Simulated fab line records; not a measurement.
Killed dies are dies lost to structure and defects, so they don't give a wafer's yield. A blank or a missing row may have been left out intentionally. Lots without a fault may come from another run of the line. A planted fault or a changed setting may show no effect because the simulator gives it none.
Struck lot and sound lot, side by side    flow sky130    14 steps out of a route of 708
Sound: the wafers L573.3, L573.4, L573.5. Wafers struck: L559.1, L559.4, L559.5. At the end, the cause is stated.
Per side, at each step with rows, come the tool, then ch with its chambers, and then its first start. Under that, the readings that differ: sound wafers    struck wafers    difference of the means    sigmas: that difference in standard deviations of wafers without a fault.
alike: words and numbers the same on both sides, and readings whose means are apart by under 2 such deviations; not compared: readings that were withheld, readings missing a value for some wafer, numbers with overlapping values and no deviation given by the record, and bounds like >300 which may hide the same value.
The two part at a step that has a row with sigmas, a row that says differs or no value, or rows on one side only. Non-overlapping numbers with no deviation appear without sigmas and do not part them. A reading missing from all wafers of one side parts the sides only when that side holds two or more wafers.

first, 2 steps without rows for these wafers: SKY_VT_ADJUST_NCORE_PEB_05; SKY_VT_ADJUST_NCORE_DEVELOP_06 (develop time 60 s).
SKY_VT_ADJUST_NCORE_CD_MEAS_07 targets a cd of 380 nm.
  sound on cdSem-02 at day 14 15:00; struck on cdSem-02 at day 10 17:28
reading    sound        struck       difference  sigmas
cdNm (nm)  378 375 374  382 386 382  +8          +2
SKY_VT_ADJUST_NCORE_OVL_MEAS_08:
  sound on overlay-01 at day 14 15:05; struck on overlay-02 at day 10 17:35
  alike: VT_ADJUST_NCORE_OVL
next, for these wafers, 1 step has no rows: SKY_VT_ADJUST_NCORE_IMPLANT_09.
SKY_VT_ADJUST_NCORE_STRIP_10: strips in O2/N2.
  sound on plasmaAsher-02 ch 0,1, day 14 15:18; struck on plasmaAsher-04 ch 0,1, day 10 17:46
  alike: drypumpMotorCurrentA, oesProductAu, stripTimeToEndpointS
  not compared: rfHoursCounterH
SKY_VT_ADJUST_NCORE_TW_MEAS_11:
  sound on filmMetro-04 at day 14 15:23; struck on filmMetro-04 at day 10 17:52
  alike: VT_ADJUST_NCORE_TW
then, 5 steps without rows for these wafers: SKY_VT_ADJUST_HVTR_DEHYDRATE_00 (time 60 s); SKY_VT_ADJUST_HVTR_HMDS_01 (prime time 60 s); SKY_VT_ADJUST_HVTR_COAT_02 (resist thk 1140 nm); SKY_VT_ADJUST_HVTR_SOFTBAKE_03 (time 60 s); SKY_VT_ADJUST_HVTR_EXPOSE_04 (exposes mask HVTRM, target cd 380 nm).
SKY_VT_ADJUST_HVTR_PEB_05:
  sound on lithoTrack-02 ch 0, day 15 18:22; struck on lithoTrack-02, day 11 16:58
reading         sound           struck  difference                     sigmas
exhaustPa (Pa)  45.3 46.9 46.2  - - -   no value on the struck wafers  
  not compared: chillPlateTempC
then, 1 step without rows for these wafers: SKY_VT_ADJUST_HVTR_DEVELOP_06 (develop time 60 s).

== WHERE THEY PART ==
Last at SKY_VT_ADJUST_HVTR_PEB_05 as far as this record goes, first at SKY_VT_ADJUST_NCORE_CD_MEAS_07.

WHY: whatever the simulator had introduced
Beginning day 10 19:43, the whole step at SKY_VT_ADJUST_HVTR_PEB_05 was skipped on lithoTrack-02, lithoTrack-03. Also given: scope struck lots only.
